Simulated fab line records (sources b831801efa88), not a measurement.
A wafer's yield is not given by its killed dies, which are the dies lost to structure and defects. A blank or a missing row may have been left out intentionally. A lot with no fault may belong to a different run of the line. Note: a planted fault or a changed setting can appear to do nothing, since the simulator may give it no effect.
Matching of chambers | flow sky130 | SKY_VIA4_CMP_21 on cmp-01: 4 sister chambers
The step polishes, stops on SiO2, t overpolish 25 s, target thk 0 nm. 14 wafers are shown with their chamber, then 7 later ones without.

## WAFERS, EACH WITH ITS CHAMBER
wafer  | chamber | motor_current_A (A) | retaining_ring_pressure_frac | time_to_endpoint_s (s)
L709.6 | 1       | 9.5                 | 0.997                        | 115
L710.4 | 3       | 13.4                | 1.004                        | 109
L710.5 | 3       | 12.7                | 0.999                        | 108
L710.6 | 0       | 10.9                | 1.002                        | 127
L711.1 | 3       | 13.3                | 1.003                        | 120
L711.5 | 2       | 10.5                | 0.994                        | 116
L718.2 | 1       | 9.6                 | 0.995                        | 127
L718.4 | 3       | 12.7                | 1.006                        | 131
L718.5 | 2       | 10.5                | 1.001                        | 133
L719.1 | 1       | 9.2                 | 1.000                        | 127
L719.3 | 2       | 11.2                | 1.001                        | 131
L719.4 | 3       | 13.0                | 0.998                        | 132
L721.1 | 2       | 10.9                | 0.999                        | 132
L721.4 | 3       | 12.4                | 1.001                        | 131

SIGNATURES (means of the wafers above)
reading                      | chamber 0 | chamber 1 | chamber 2 | chamber 3 | scatter within a chamber
motor_current_A              | 10.900    | 9.433     | 10.775    | 12.917    | 0.344
retaining_ring_pressure_frac | 1.00200   | 0.99733   | 0.99875   | 1.00183   | 0.00304
time_to_endpoint_s           | 127.00    | 123.00    | 128.00    | 121.83    | 9.6
Rule: distance of a wafer from a chamber = root of the sum over the readings of ((wafer's reading minus chamber's mean) / reading's scatter) squared. The wafer belongs to the nearest chamber; if the next one is less than 2 further off, it can't be placed. The scatter is the square root of a quotient: the sum, over the shown wafers, of each reading's squared deviation from its chamber's mean, divided by wafers minus chambers.

## WAFERS WITH NO CHAMBER GIVEN
wafer  | motor_current_A (A) | retaining_ring_pressure_frac | time_to_endpoint_s (s)
L721.6 | 10.9                | 0.996                        | 132
L723.1 | 12.4                | 1.004                        | 130
L723.3 | 9.3                 | 0.998                        | 123
L723.4 | 11.3                | 1.010                        | 129
L726.1 | 11.0                | 0.997                        | 130
L726.2 | 11.0                | 1.004                        | 129
L726.5 | 11.1                | 0.997                        | 132

## THE CHAMBER EACH PASSED THROUGH
wafer  | from the rows above     | in truth
L721.6 | can't be placed: 2 or 0 | 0
L723.1 | 3                       | 3
L723.3 | 1                       | 1
L723.4 | can't be placed: 0 or 2 | 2
L726.1 | can't be placed: 2 or 0 | 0
L726.2 | can't be placed: 0 or 2 | 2
L726.5 | can't be placed: 2 or 0 | 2
Correct placement for 2 of the 7. Can't be placed from these rows: 5 (the true chamber is among the candidates in 5). 0 placed wrongly.
